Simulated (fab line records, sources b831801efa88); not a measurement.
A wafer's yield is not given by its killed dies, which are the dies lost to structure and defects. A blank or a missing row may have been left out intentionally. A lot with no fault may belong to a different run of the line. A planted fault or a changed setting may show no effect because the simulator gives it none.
What tool caused it? | flow sky130 | 11 lots, 33 wafers sampled, at 3 steps of a route of 708

## WHAT THE GAUGES SHOWED, per wafer
SKY_RES_XHIGH_TW_MEAS_09.
lot  | measured     | on            | RES_XHIGH_TW
L708 | day 27 02:23 | film_metro-03 | 1655 1646 1653
L711 | day 28 04:14 | film_metro-02 | 1637 1635 1639
L714 | day 29 08:23 | film_metro-03 | 1642 1645 1642
L716 | day 29 23:38 | film_metro-03 | 1651 1640 1635
L717 | day 30 04:24 | film_metro-03 | 2024 2015 2026
L718 | day 30 07:50 | film_metro-03 | 2006 2004 2015
L720 | day 31 06:58 | film_metro-01 | 1999 2004 2002
L721 | day 31 10:57 | film_metro-02 | 1618 1621 1639
L729 | day 33 20:04 | film_metro-02 | 1634 1633 1629
L728 | day 33 20:58 | film_metro-02 | 1625 1629 1623
L730 | day 34 02:03 | film_metro-02 | 1626 1633 1628

## WHAT TOOL EACH LOT RAN ON (gives the tool, then ch and the chambers of the sampled wafers, and finally the start)
lot  | SKY_RES_XHIGH_IMPLANT_07        | SKY_RES_XHIGH_STRIP_08
L708 | implanter-01 ch 0, day 27 02:10 | plasma_asher-01 ch 0,1, day 27 02:17
L711 | implanter-04 ch 0, day 28 04:00 | plasma_asher-02 ch 0,1, day 28 04:08
L714 | implanter-01 ch 0, day 29 08:10 | plasma_asher-02 ch 0,1, day 29 08:17
L716 | implanter-03 ch 0, day 29 23:23 | plasma_asher-01 ch 0,1, day 29 23:32
L717 | implanter-01 ch 0, day 30 03:50 | plasma_asher-02 ch 0,1, day 30 04:18
L718 | implanter-01 ch 0, day 30 07:16 | plasma_asher-03 ch 0, day 30 07:44
L720 | implanter-01 ch 0, day 31 06:16 | plasma_asher-01 ch 0,1, day 31 06:52
L721 | implanter-03 ch 0, day 31 10:44 | plasma_asher-02 ch 0,1, day 31 10:52
L729 | implanter-03 ch 0, day 33 19:50 | plasma_asher-01 ch 0,1, day 33 19:58
L728 | implanter-01 ch 0, day 33 20:44 | plasma_asher-01 ch 0,1, day 33 20:52
L730 | implanter-04 ch 0, day 34 01:50 | plasma_asher-01 ch 0,1, day 34 01:58
- SKY_RES_XHIGH_IMPLANT_07
- SKY_RES_XHIGH_STRIP_08: strips in O2/N2.

## THE ANSWER, worked out from the rows above alone
Rule: the lots themselves supply what counts as usual. Put in order of their means at a reading, lots are off if they are a third of the lots or fewer, leave a main group of 4 or more, and stand apart from it by a gap of 3 or more times the standard deviation of the main group's means; of several such gaps the widest counts. A main group is skipped when, at the precision printed for the reading in the tables above, its means are all equal. Also off: a lot with no number at a reading for which 4 or more lots have one. All remaining lots with rows at the step are treated as sound.
Off: at SKY_RES_XHIGH_TW_MEAS_09 (RES_XHIGH_TW), L717, L718, L720. The main group: mean 1636, standard deviation 8.6.
If a tool, at a process step before that reading, ran all the lots that are off and no sound lot after the first of them, it fits. Those tools and the gauges at SKY_RES_XHIGH_TW_MEAS_09 are tried in the same way. No candidate that was tried fits.

## WHAT WAS PUT IN BY THE SIMULATOR
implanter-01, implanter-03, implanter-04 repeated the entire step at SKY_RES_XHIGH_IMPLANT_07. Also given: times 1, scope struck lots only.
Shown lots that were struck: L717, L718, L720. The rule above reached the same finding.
